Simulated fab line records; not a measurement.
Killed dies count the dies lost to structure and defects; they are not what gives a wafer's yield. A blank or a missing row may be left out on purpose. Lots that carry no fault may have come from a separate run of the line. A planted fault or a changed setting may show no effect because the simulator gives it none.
fab line records -- flow sky130 -- part 1 of 2: steps 1 to 26 of 36
record lots=5, wafers=15, last_day=50
route steps=708 shown VT_ADJUST_LVTN@113 VT_ADJUST_NCORE@119 VT_ADJUST_HVTR@131 VT_ADJUST_PCH@143
lots that met no fault: from a run of the same line without faults
start_h: start of the lot's first displayed wafer, in hours after the record's first day -- wait_h: hours elapsed since this lot's preceding step -- " unchanged from the row above -- L1.1+2: several wafers, shown together as one row -- - no value, or no start was given -- * or withheld: withheld -- < > ~ a bound
route shown NAME@n: names a module that has steps shown in the file, with the first one's number in the route -- usual: average and standard deviation across the fault-free wafers -- same: alike in all rows -- chamber/n: place in a boat -- sites: the reading at each site -- _std_site: standard deviation of those values -- _edge_site: the outer-site mean with the inner-site mean subtracted -- radius_mm: how far each site lies from the wafer's centre -- mask NAME#n: copy n -- behind: tool/chamber where the wafer was last shaped -- hold: the reason the lot was held/the length of the hold in hours/how it ended -- device: which transistor (n, p or np) failed to switch -- end of line: at the end of the route, the tests of the same wafers -- a step without rows: its recipe alone -- killed: count of dies lost to structure and defects at first sort (not the wafer's yield) -- map: the dies of a wafer, with x for killed, . for not killed, _ for no die there
set.NAME: the setting as run; set.NAME@STEP: as run at that earlier step -- model.NAME: the simulator's own value behind a step, which no gauge read
lots seen at some steps along the route; tables by step, rows by wafer
services: when a tool's chamber went out of use (start_h, in hours from the record's first day, below 0 if earlier), for how many hours, and the reason
## steps
# step SKY_VT_ADJUST_LVTN_PEB_16
# recipe temp_c=withheld, time_s=*, resist=NOVOLAK
# usual resist_line_temp_C=*
lot.wafer,tool,chamber,start_h,wait_h,resist_line_temp_C
L077.1,litho_track-02,0,-,-,*
L077.3,litho_track-02,0,-,-,*
L077.4,litho_track-02,0,-,-,*
L080.1,litho_track-04,0,-,-,*
L080.3,litho_track-04,0,-,-,*
L080.5,litho_track-04,0,-,-,*
L090.1,litho_track-03,0,-,-,*
L090.2,litho_track-03,0,-,-,*
L090.3,litho_track-03,0,-,-,*
L091.3,litho_track-03,0,-,-,*
L091.4,litho_track-03,0,-,-,*
L091.5,litho_track-03,0,-,-,*
L096.2,litho_track-03,0,-,-,*
L096.3,litho_track-03,0,-,-,*
L096.6,litho_track-03,0,-,-,*
# step SKY_VT_ADJUST_LVTN_DEVELOP_17
# recipe resist=NOVOLAK, developer=TMAH, develop_time_s=60, dev_temp_c=23
# usual resist_line_temp_C=22.99/0.11
lot.wafer,tool,chamber,start_h,wait_h,resist_line_temp_C
L077.1,litho_track-02,0,181.95,0.1,22.84
L077.3,litho_track-02,0,181.95,0.1,22.77
L077.4,litho_track-02,0,181.95,0.1,22.92
L080.1,litho_track-04,0,200.18,0.1,22.92
L080.3,litho_track-04,0,200.18,0.1,22.92
L080.5,litho_track-04,0,200.18,0.1,22.89
L090.1,litho_track-03,0,271.33,0.1,22.96
L090.2,litho_track-03,0,271.33,0.1,22.98
L090.3,litho_track-03,0,271.33,0.1,22.94
L091.3,litho_track-03,0,276.73,0.1,23.09
L091.4,litho_track-03,0,276.73,0.1,23.06
L091.5,litho_track-03,0,276.73,0.1,23.09
L096.2,litho_track-03,0,312.45,0.1,23.04
L096.3,litho_track-03,0,312.45,0.1,23.10
L096.6,litho_track-03,0,312.45,0.1,22.92
# step SKY_VT_ADJUST_LVTN_OVL_MEAS_18
# usual VT_ADJUST_LVTN_01_OVL=-0.1/1.3
lot.wafer,tool,chamber,start_h,wait_h,VT_ADJUST_LVTN_01_OVL[nm]
L077.1,overlay-01,-,182.10,0.1,-0.6
L077.3,overlay-01,-,182.10,0.1,-2.3
L077.4,overlay-01,-,182.10,0.1,-0.7
L080.1,overlay-01,-,200.33,0.1,0.0
L080.3,overlay-01,-,200.33,0.1,0.3
L080.5,overlay-01,-,200.33,0.1,-0.6
L090.1,overlay-01,-,271.48,0.1,0.0
L090.2,overlay-01,-,271.48,0.1,-0.3
L090.3,overlay-01,-,271.48,0.1,0.1
L091.3,overlay-02,-,276.84,0.1,-1.9
L091.4,overlay-02,-,276.84,0.1,0.3
L091.5,overlay-02,-,276.84,0.1,0.5
L096.2,overlay-01,-,312.59,0.1,0.8
L096.3,overlay-01,-,312.59,0.1,1.3
L096.6,overlay-01,-,312.59,0.1,0.1
# step SKY_VT_ADJUST_LVTN_IMPLANT_19
# recipe species=B, energy_kev=30, dose_cm2=6.552e+11, tilt_deg=withheld
lot.wafer,tool,chamber,start_h,wait_h
L077.1+3+4,implanter-03,0,182.14,0.0
L080.1+3+5,implanter-02,0,200.36,0.0
L090.1+2+3,implanter-03,0,271.52,0.0
L091.3+4+5,implanter-04,0,276.92,0.1
L096.2+3+6,implanter-02,0,312.64,0.0
# step SKY_VT_ADJUST_LVTN_STRIP_20
# recipe chemistry=O2/N2, power_w=1400, pressure_mtorr=1500, platen_temp_c=withheld, o2_flow_sccm=3000, n2_flow_sccm=300, overash_fraction=0.5
# usual drypump_motor_current_A=5.8/0.51, o2_flow_sccm=3000/9.8, oes_product_au=0.716/0.0045, strip_time_to_endpoint_s=14.20/0.036
lot.wafer,tool,chamber,start_h,wait_h,drypump_motor_current_A,o2_flow_sccm,oes_product_au,rf_hours_counter_h,strip_time_to_endpoint_s
L077.1,plasma_asher-01,1,182.29,0.1,5.9,3026,0.716,48,14.14
L077.3,plasma_asher-01,1,182.29,0.1,5.9,3013,0.716,-,14.21
L077.4,plasma_asher-01,0,182.29,0.1,5.4,3010,0.717,-,14.17
L080.1,plasma_asher-04,1,200.51,0.1,6.3,2984,0.714,52,14.19
L080.3,plasma_asher-04,1,200.51,0.1,6.3,2976,0.714,-,14.23
L080.5,plasma_asher-04,0,200.51,0.1,6.3,2991,0.721,-,14.24
L090.1,plasma_asher-02,1,271.67,0.1,6.2,2984,0.727,14,14.25
L090.2,plasma_asher-02,0,271.67,0.1,5.0,2996,0.712,14,14.21
L090.3,plasma_asher-02,1,271.67,0.1,6.2,2991,0.713,-,14.22
L091.3,plasma_asher-04,0,277.05,0.1,6.3,2989,0.721,-,14.29
L091.4,plasma_asher-04,1,277.05,0.1,6.2,2987,0.718,-,14.24
L091.5,plasma_asher-04,1,277.05,0.1,6.2,2998,0.713,-,14.22
L096.2,plasma_asher-01,1,312.77,0.1,5.9,2991,0.715,62,14.17
L096.3,plasma_asher-01,0,312.77,0.1,5.4,3001,0.715,-,14.18
L096.6,plasma_asher-01,0,312.77,0.1,5.4,2998,0.726,-,14.17
# step SKY_VT_ADJUST_LVTN_TW_MEAS_21
# usual VT_ADJUST_LVTN_2_TW=188.1/2.4
lot.wafer,tool,chamber,start_h,wait_h,VT_ADJUST_LVTN_2_TW
L077.1,film_metro-01,-,182.39,0.1,183.8
L077.3,film_metro-01,-,182.39,0.1,183.6
L077.4,film_metro-01,-,182.39,0.1,184.0
L080.1,film_metro-04,-,200.61,0.1,190.0
L080.3,film_metro-04,-,200.61,0.1,188.9
L080.5,film_metro-04,-,200.61,0.1,189.0
L090.1,film_metro-02,-,271.77,0.1,187.5
L090.2,film_metro-02,-,271.77,0.1,187.6
L090.3,film_metro-02,-,271.77,0.1,187.9
L091.3,film_metro-04,-,277.14,0.1,190.1
L091.4,film_metro-04,-,277.14,0.1,189.5
L091.5,film_metro-04,-,277.14,0.1,189.7
L096.2,film_metro-04,-,312.88,0.1,190.5
L096.3,film_metro-04,-,312.88,0.1,191.4
L096.6,film_metro-04,-,312.88,0.1,191.2
# step SKY_VT_ADJUST_NCORE_DEHYDRATE_00
# recipe temp_c=200, time_s=60
# usual resist_line_temp_C=23.00/0.1
lot.wafer,tool,chamber,start_h,wait_h,resist_line_temp_C
L077.1,litho_track-01,0,192.14,9.7,23.10
L077.3,litho_track-01,0,192.14,9.7,22.90
L077.4,litho_track-01,0,192.14,9.7,23.00
L080.1,litho_track-02,0,210.25,9.6,22.99
L080.3,litho_track-02,0,210.25,9.6,22.99
L080.5,litho_track-02,0,210.25,9.6,22.89
L090.1,litho_track-01,0,283.34,11.6,22.74
L090.2,litho_track-01,0,283.34,11.6,22.97
L090.3,litho_track-01,0,283.34,11.6,22.88
L091.3,litho_track-04,0,289.33,12.2,22.95
L091.4,litho_track-04,0,289.33,12.2,22.76
L091.5,litho_track-04,0,289.33,12.2,22.96
L096.2,litho_track-04,0,325.65,12.8,22.90
L096.3,litho_track-04,0,325.65,12.8,22.86
L096.6,litho_track-04,0,325.65,12.8,22.84
# step SKY_VT_ADJUST_NCORE_HMDS_01
# recipe prime_time_s=60, prime_temp_c=120
# usual resist_line_temp_C=22.99/0.11
lot.wafer,tool,chamber,start_h,wait_h,resist_line_temp_C
L077.1,litho_track-01,0,192.29,0.1,23.10
L077.3,litho_track-01,0,192.29,0.1,23.10
L077.4,litho_track-01,0,192.29,0.1,23.06
L080.1,litho_track-02,0,210.40,0.1,22.82
L080.3,litho_track-02,0,210.40,0.1,22.94
L080.5,litho_track-02,0,210.40,0.1,22.90
L090.1,litho_track-01,0,283.49,0.1,23.02
L090.2,litho_track-01,0,283.49,0.1,23.12
L090.3,litho_track-01,0,283.49,0.1,23.11
L091.3,litho_track-04,0,289.48,0.1,22.87
L091.4,litho_track-04,0,289.48,0.1,22.89
L091.5,litho_track-04,0,289.48,0.1,22.89
L096.2,litho_track-04,0,325.80,0.1,22.93
L096.3,litho_track-04,0,325.80,0.1,22.93
L096.6,litho_track-04,0,325.80,0.1,22.90
# step SKY_VT_ADJUST_NCORE_COAT_02
# recipe resist=NOVOLAK, spin_rpm=3000, resist_thk_nm=1140
# usual dispense_pressure_kPa=48.9/2.9, resist_line_temp_C=22.99/0.092
lot.wafer,tool,chamber,start_h,wait_h,dispense_pressure_kPa,resist_line_temp_C
L077.1,litho_track-01,0,192.44,0.1,53.1,23.08
L077.3,litho_track-01,0,192.44,0.1,53.1,23.01
L077.4,litho_track-01,0,192.44,0.1,53.1,23.03
L080.1,litho_track-02,0,210.55,0.1,48.5,22.77
L080.3,litho_track-02,0,210.55,0.1,48.5,23.01
L080.5,litho_track-02,0,210.55,0.1,48.5,23.06
L090.1,litho_track-01,0,283.64,0.1,53.1,22.93
L090.2,litho_track-01,0,283.64,0.1,53.2,22.93
L090.3,litho_track-01,0,283.64,0.1,53.2,22.85
L091.3,litho_track-04,0,289.63,0.1,46.1,22.93
L091.4,litho_track-04,0,289.63,0.1,46.1,23.00
L091.5,litho_track-04,0,289.63,0.1,46.0,23.04
L096.2,litho_track-04,0,325.95,0.1,45.8,22.76
L096.3,litho_track-04,0,325.95,0.1,45.8,23.02
L096.6,litho_track-04,0,325.95,0.1,45.8,22.93
# step SKY_VT_ADJUST_NCORE_SOFTBAKE_03
# recipe temp_c=90, time_s=60, resist=NOVOLAK
# usual resist_line_temp_C=22.97/0.1
lot.wafer,tool,chamber,start_h,wait_h,resist_line_temp_C
L077.1,litho_track-01,0,192.59,0.1,23.05
L077.3,litho_track-01,0,192.59,0.1,22.89
L077.4,litho_track-01,0,192.59,0.1,23.01
L080.1,litho_track-02,0,210.70,0.1,22.97
L080.3,litho_track-02,0,210.70,0.1,22.94
L080.5,litho_track-02,0,210.70,0.1,23.10
L090.1,litho_track-01,0,283.79,0.1,22.97
L090.2,litho_track-01,0,283.79,0.1,23.08
L090.3,litho_track-01,0,283.79,0.1,22.94
L091.3,litho_track-04,0,289.78,0.1,22.76
L091.4,litho_track-04,0,289.78,0.1,22.74
L091.5,litho_track-04,0,289.78,0.1,22.99
L096.2,litho_track-04,0,326.10,0.1,22.90
L096.3,litho_track-04,0,326.10,0.1,22.95
L096.6,litho_track-04,0,326.10,0.1,23.04
# step SKY_VT_ADJUST_NCORE_EXPOSE_04
# recipe mask_id=LVTN_COMPLEMENT_THIN, na=0.6, source_shape=conventional, sigma_outer=0.6, polarization=unpolarized, target_cd_nm=380, dose_mj=139
lot.wafer,tool,chamber,start_h,wait_h,mask
L077.1+3+4,iline_stepper-02,0,-,-,LVTN_COMPLEMENT_THIN#0
L080.1+3+5,iline_stepper-01,0,-,-,LVTN_COMPLEMENT_THIN#0
L090.1+2+3,iline_stepper-02,0,-,-,LVTN_COMPLEMENT_THIN#0
L091.3+4+5,iline_stepper-02,0,-,-,LVTN_COMPLEMENT_THIN#0
L096.2+3+6,iline_stepper-01,0,-,-,LVTN_COMPLEMENT_THIN#0
# step SKY_VT_ADJUST_NCORE_PEB_05
# recipe temp_c=withheld, time_s=*, resist=NOVOLAK
# usual resist_line_temp_C=*
lot.wafer,tool,chamber,start_h,wait_h,resist_line_temp_C
L077.1,litho_track-04,0,-,-,*
L077.3,litho_track-04,0,-,-,*
L077.4,litho_track-04,0,-,-,*
L080.1,litho_track-01,0,-,-,*
L080.3,litho_track-01,0,-,-,*
L080.5,litho_track-01,0,-,-,*
L090.1,litho_track-01,0,-,-,*
L090.2,litho_track-01,0,-,-,*
L090.3,litho_track-01,0,-,-,*
L091.3,litho_track-04,0,-,-,*
L091.4,litho_track-04,0,-,-,*
L091.5,litho_track-04,0,-,-,*
L096.2,litho_track-02,0,-,-,*
L096.3,litho_track-02,0,-,-,*
L096.6,litho_track-02,0,-,-,*
# step SKY_VT_ADJUST_NCORE_DEVELOP_06
# recipe resist=NOVOLAK, developer=TMAH, develop_time_s=60, dev_temp_c=23
# usual resist_line_temp_C=22.99/0.11
lot.wafer,tool,chamber,start_h,wait_h,resist_line_temp_C
L077.1,litho_track-04,0,202.68,0.1,23.02
L077.3,litho_track-04,0,202.68,0.1,23.09
L077.4,litho_track-04,0,202.68,0.1,22.93
L080.1,litho_track-01,0,221.14,0.1,23.04
L080.3,litho_track-01,0,221.14,0.1,22.91
L080.5,litho_track-01,0,221.14,0.1,22.87
L090.1,litho_track-01,0,296.29,0.1,23.06
L090.2,litho_track-01,0,296.29,0.1,23.10
L090.3,litho_track-01,0,296.29,0.1,22.97
L091.3,litho_track-04,0,301.83,0.1,22.95
L091.4,litho_track-04,0,301.83,0.1,22.82
L091.5,litho_track-04,0,301.83,0.1,22.66
L096.2,litho_track-02,0,339.48,0.1,23.05
L096.3,litho_track-02,0,339.48,0.1,23.03
L096.6,litho_track-02,0,339.48,0.1,23.13
# step SKY_VT_ADJUST_NCORE_CD_MEAS_07
# recipe target_cd_nm=380
# usual cd_nm=380.8/2.5
lot.wafer,tool,chamber,start_h,wait_h,cd_nm
L077.1,cd_sem-01,-,202.83,0.1,382.7
L077.3,cd_sem-01,-,202.83,0.1,383.3
L077.4,cd_sem-01,-,202.83,0.1,382.5
L080.1,cd_sem-01,-,221.29,0.1,378.8
L080.3,cd_sem-01,-,221.29,0.1,377.1
L080.5,cd_sem-01,-,221.29,0.1,377.2
L090.1,cd_sem-02,-,296.44,0.1,379.9
L090.2,cd_sem-02,-,296.44,0.1,381.4
L090.3,cd_sem-02,-,296.44,0.1,380.8
L091.3,cd_sem-01,-,301.97,0.1,377.3
L091.4,cd_sem-01,-,301.97,0.1,376.7
L091.5,cd_sem-01,-,301.97,0.1,376.2
L096.2,cd_sem-01,-,339.62,0.1,381.1
L096.3,cd_sem-01,-,339.62,0.1,383.8
L096.6,cd_sem-01,-,339.62,0.1,381.6
# step SKY_VT_ADJUST_NCORE_OVL_MEAS_08
# usual VT_ADJUST_NCORE_OVL=-0.4/1.3
lot.wafer,tool,chamber,start_h,wait_h,VT_ADJUST_NCORE_OVL[nm]
L077.1,overlay-01,-,202.95,0.1,1.0
L077.3,overlay-01,-,202.95,0.1,1.7
L077.4,overlay-01,-,202.95,0.1,1.6
L080.1,overlay-02,-,221.41,0.1,0.3
L080.3,overlay-02,-,221.41,0.1,0.0
L080.5,overlay-02,-,221.41,0.1,0.3
L090.1,overlay-02,-,296.56,0.1,0.0
L090.2,overlay-02,-,296.56,0.1,0.3
L090.3,overlay-02,-,296.56,0.1,-1.2
L091.3,overlay-02,-,302.06,0.1,1.2
L091.4,overlay-02,-,302.06,0.1,1.0
L091.5,overlay-02,-,302.06,0.1,-0.1
L096.2,overlay-01,-,339.73,0.1,0.9
L096.3,overlay-01,-,339.73,0.1,1.9
L096.6,overlay-01,-,339.73,0.1,1.4
# step SKY_VT_ADJUST_NCORE_IMPLANT_09
# recipe species=B, energy_kev=10, dose_cm2=2.4e+12, tilt_deg=withheld
lot.wafer,tool,chamber,start_h,wait_h
L077.1+3+4,implanter-02,0,202.98,0.0
L080.1+3+5,implanter-02,0,221.45,0.0
L090.1+2+3,implanter-04,0,296.60,0.0
L091.3+4+5,implanter-02,0,302.13,0.1
L096.2+3+6,implanter-04,0,339.78,0.0
# step SKY_VT_ADJUST_NCORE_STRIP_10
# recipe chemistry=O2/N2, power_w=1400, pressure_mtorr=1500, platen_temp_c=withheld, o2_flow_sccm=3000, n2_flow_sccm=300, overash_fraction=0.5
# usual drypump_motor_current_A=5.9/0.56, o2_flow_sccm=2998/9.4, oes_product_au=0.716/0.0045, strip_time_to_endpoint_s=14.20/0.037
lot.wafer,tool,chamber,start_h,wait_h,drypump_motor_current_A,o2_flow_sccm,oes_product_au,rf_hours_counter_h,strip_time_to_endpoint_s
L077.1,plasma_asher-02,1,203.13,0.1,6.2,2988,0.716,7,14.18
L077.3,plasma_asher-02,0,203.13,0.1,5.0,3000,0.718,-,14.20
L077.4,plasma_asher-02,1,203.13,0.1,6.2,2989,0.714,-,14.20
L080.1,plasma_asher-03,0,221.60,0.1,6.5,2987,0.719,41,14.23
L080.3,plasma_asher-03,0,221.60,0.1,6.5,2981,0.719,-,14.24
L080.5,plasma_asher-03,0,221.60,0.1,6.5,3003,0.718,-,14.19
L090.1,plasma_asher-03,0,296.75,0.1,6.5,2993,0.715,47,14.23
L090.2,plasma_asher-03,1,296.75,0.1,6.0,3001,0.714,47,14.16
L090.3,plasma_asher-03,1,296.75,0.1,6.0,3007,0.722,-,14.16
L091.3,plasma_asher-03,1,302.27,0.1,6.0,2981,0.722,-,14.27
L091.4,plasma_asher-03,0,302.27,0.1,6.5,2999,0.721,-,14.29
L091.5,plasma_asher-03,0,302.27,0.1,6.5,2983,0.707,-,14.24
L096.2,plasma_asher-03,0,339.91,0.1,6.5,2996,0.719,51,14.19
L096.3,plasma_asher-03,0,339.91,0.1,6.5,3004,0.708,-,14.13
L096.6,plasma_asher-03,1,339.91,0.1,5.9,3012,0.722,-,14.17
# step SKY_VT_ADJUST_NCORE_TW_MEAS_11
# usual VT_ADJUST_NCORE_TW=216.7/1.3
lot.wafer,tool,chamber,start_h,wait_h,VT_ADJUST_NCORE_TW
L077.1,film_metro-01,-,203.23,0.1,216.1
L077.3,film_metro-01,-,203.23,0.1,215.3
L077.4,film_metro-01,-,203.23,0.1,215.9
L080.1,film_metro-02,-,221.70,0.1,216.6
L080.3,film_metro-02,-,221.70,0.1,216.5
L080.5,film_metro-02,-,221.70,0.1,217.0
L090.1,film_metro-02,-,296.85,0.1,218.3
L090.2,film_metro-02,-,296.85,0.1,217.8
L090.3,film_metro-02,-,296.85,0.1,217.6
L091.3,film_metro-03,-,302.35,0.1,218.1
L091.4,film_metro-03,-,302.35,0.1,217.1
L091.5,film_metro-03,-,302.35,0.1,218.4
L096.2,film_metro-01,-,340.02,0.1,215.8
L096.3,film_metro-01,-,340.02,0.1,215.4
L096.6,film_metro-01,-,340.02,0.1,215.3
# step SKY_VT_ADJUST_HVTR_DEHYDRATE_00
# recipe temp_c=200, time_s=60
# usual resist_line_temp_C=22.96/0.1
lot.wafer,tool,chamber,start_h,wait_h,resist_line_temp_C
L077.1,litho_track-03,0,213.38,10.1,22.87
L077.3,litho_track-03,0,213.38,10.1,22.74
L077.4,litho_track-03,0,213.38,10.1,22.77
L080.1,litho_track-01,0,232.19,10.5,22.71
L080.3,litho_track-01,0,232.19,10.5,22.79
L080.5,litho_track-01,0,232.19,10.5,22.92
L090.1,litho_track-03,0,308.38,11.5,22.91
L090.2,litho_track-03,0,308.38,11.5,22.79
L090.3,litho_track-03,0,308.38,11.5,23.03
L091.3,litho_track-03,0,314.63,12.3,23.09
L091.4,litho_track-03,0,314.63,12.3,22.99
L091.5,litho_track-03,0,314.63,12.3,23.08
L096.2,litho_track-01,0,353.21,13.2,22.70
L096.3,litho_track-01,0,353.21,13.2,22.91
L096.6,litho_track-01,0,353.21,13.2,22.92
# step SKY_VT_ADJUST_HVTR_HMDS_01
# recipe prime_time_s=60, prime_temp_c=120
# usual resist_line_temp_C=22.99/0.11
lot.wafer,tool,chamber,start_h,wait_h,resist_line_temp_C
L077.1,litho_track-03,0,213.53,0.1,22.89
L077.3,litho_track-03,0,213.53,0.1,22.97
L077.4,litho_track-03,0,213.53,0.1,23.09
L080.1,litho_track-01,0,232.34,0.1,22.99
L080.3,litho_track-01,0,232.34,0.1,23.15
L080.5,litho_track-01,0,232.34,0.1,23.06
L090.1,litho_track-03,0,308.53,0.1,22.95
L090.2,litho_track-03,0,308.53,0.1,23.02
L090.3,litho_track-03,0,308.53,0.1,23.01
L091.3,litho_track-03,0,314.78,0.1,22.95
L091.4,litho_track-03,0,314.78,0.1,22.83
L091.5,litho_track-03,0,314.78,0.1,22.90
L096.2,litho_track-01,0,353.36,0.1,22.98
L096.3,litho_track-01,0,353.36,0.1,23.04
L096.6,litho_track-01,0,353.36,0.1,23.14
# step SKY_VT_ADJUST_HVTR_COAT_02
# recipe resist=NOVOLAK, spin_rpm=3000, resist_thk_nm=1140
# usual dispense_pressure_kPa=49.0/2.5, resist_line_temp_C=22.99/0.13
lot.wafer,tool,chamber,start_h,wait_h,dispense_pressure_kPa,resist_line_temp_C
L077.1,litho_track-03,0,213.68,0.1,47.2,23.06
L077.3,litho_track-03,0,213.68,0.1,47.3,23.10
L077.4,litho_track-03,0,213.68,0.1,47.2,23.09
L080.1,litho_track-01,0,232.49,0.1,53.1,22.95
L080.3,litho_track-01,0,232.49,0.1,53.1,22.95
L080.5,litho_track-01,0,232.49,0.1,53.1,22.89
L090.1,litho_track-03,0,308.68,0.1,47.2,23.00
L090.2,litho_track-03,0,308.68,0.1,47.2,23.06
L090.3,litho_track-03,0,308.68,0.1,47.2,23.15
L091.3,litho_track-03,0,314.93,0.1,47.1,23.06
L091.4,litho_track-03,0,314.93,0.1,47.2,22.96
L091.5,litho_track-03,0,314.93,0.1,47.2,23.07
L096.2,litho_track-01,0,353.51,0.1,53.2,22.98
L096.3,litho_track-01,0,353.51,0.1,53.2,23.04
L096.6,litho_track-01,0,353.51,0.1,53.2,22.96
# step SKY_VT_ADJUST_HVTR_SOFTBAKE_03
# recipe temp_c=90, time_s=60, resist=NOVOLAK
# usual resist_line_temp_C=23.01/0.13
lot.wafer,tool,chamber,start_h,wait_h,resist_line_temp_C
L077.1,litho_track-03,0,213.83,0.1,22.83
L077.3,litho_track-03,0,213.83,0.1,22.78
L077.4,litho_track-03,0,213.83,0.1,22.85
L080.1,litho_track-01,0,232.64,0.1,23.09
L080.3,litho_track-01,0,232.64,0.1,22.86
L080.5,litho_track-01,0,232.64,0.1,22.96
L090.1,litho_track-03,0,308.83,0.1,22.96
L090.2,litho_track-03,0,308.83,0.1,22.84
L090.3,litho_track-03,0,308.83,0.1,22.75
L091.3,litho_track-03,0,315.08,0.1,23.31
L091.4,litho_track-03,0,315.08,0.1,23.14
L091.5,litho_track-03,0,315.08,0.1,23.08
L096.2,litho_track-01,0,353.66,0.1,23.21
L096.3,litho_track-01,0,353.66,0.1,23.11
L096.6,litho_track-01,0,353.66,0.1,23.12
# step SKY_VT_ADJUST_HVTR_EXPOSE_04
# recipe mask_id=HVTRM, target_cd_nm=380, na=0.6, source_shape=conventional, sigma_outer=0.6, dose_mj=150
lot.wafer,tool,chamber,start_h,wait_h,mask
L077.1+3+4,iline_stepper-02,0,-,-,HVTRM#0
L080.1+3+5,iline_stepper-01,0,-,-,HVTRM#0
L090.1+2+3,iline_stepper-01,0,-,-,HVTRM#0
L091.3+4+5,iline_stepper-01,0,-,-,HVTRM#0
L096.2+3+6,iline_stepper-01,0,-,-,HVTRM#0
# step SKY_VT_ADJUST_HVTR_PEB_05
# recipe temp_c=withheld, time_s=*, resist=NOVOLAK
# usual resist_line_temp_C=*
lot.wafer,tool,chamber,start_h,wait_h,resist_line_temp_C
L077.1,litho_track-01,0,-,-,*
L077.3,litho_track-01,0,-,-,*
L077.4,litho_track-01,0,-,-,*
L080.1,litho_track-02,0,-,-,*
L080.3,litho_track-02,0,-,-,*
L080.5,litho_track-02,0,-,-,*
L090.1,litho_track-02,0,-,-,*
L090.2,litho_track-02,0,-,-,*
L090.3,litho_track-02,0,-,-,*
L091.3,litho_track-01,0,-,-,*
L091.4,litho_track-01,0,-,-,*
L091.5,litho_track-01,0,-,-,*
L096.2,litho_track-03,0,-,-,*
L096.3,litho_track-03,0,-,-,*
L096.6,litho_track-03,0,-,-,*
# step SKY_VT_ADJUST_HVTR_DEVELOP_06
# recipe develop_time_s=60, dev_temp_c=23
# usual resist_line_temp_C=22.98/0.1
lot.wafer,tool,chamber,start_h,wait_h,resist_line_temp_C
L077.1,litho_track-01,0,224.74,0.1,22.84
L077.3,litho_track-01,0,224.74,0.1,22.99
L077.4,litho_track-01,0,224.74,0.1,22.93
L080.1,litho_track-02,0,244.30,0.1,22.83
L080.3,litho_track-02,0,244.30,0.1,23.02
L080.5,litho_track-02,0,244.30,0.1,22.85
L090.1,litho_track-02,0,321.95,0.1,23.00
L090.2,litho_track-02,0,321.95,0.1,23.01
L090.3,litho_track-02,0,321.95,0.1,22.95
L091.3,litho_track-01,0,328.29,0.1,23.26
L091.4,litho_track-01,0,328.29,0.1,23.08
L091.5,litho_track-01,0,328.29,0.1,23.12
L096.2,litho_track-03,0,367.20,0.1,23.13
L096.3,litho_track-03,0,367.20,0.1,22.97
L096.6,litho_track-03,0,367.20,0.1,23.15
# step SKY_VT_ADJUST_HVTR_CD_MEAS_07
# recipe target_cd_nm=380
# usual cd_nm=379.7/2.4
lot.wafer,tool,chamber,start_h,wait_h,cd_nm
L077.1,cd_sem-01,-,224.89,0.1,383.0
L077.3,cd_sem-01,-,224.89,0.1,381.9
L077.4,cd_sem-01,-,224.89,0.1,381.0
L080.1,cd_sem-01,-,244.45,0.1,382.2
L080.3,cd_sem-01,-,244.45,0.1,381.8
L080.5,cd_sem-01,-,244.45,0.1,381.5
L090.1,cd_sem-02,-,322.10,0.1,377.0
L090.2,cd_sem-02,-,322.10,0.1,376.9
L090.3,cd_sem-02,-,322.10,0.1,376.2
L091.3,cd_sem-01,-,328.43,0.1,376.8
L091.4,cd_sem-01,-,328.43,0.1,377.7
L091.5,cd_sem-01,-,328.43,0.1,377.7
L096.2,cd_sem-01,-,367.35,0.1,385.8
L096.3,cd_sem-01,-,367.35,0.1,384.5
L096.6,cd_sem-01,-,367.35,0.1,384.0
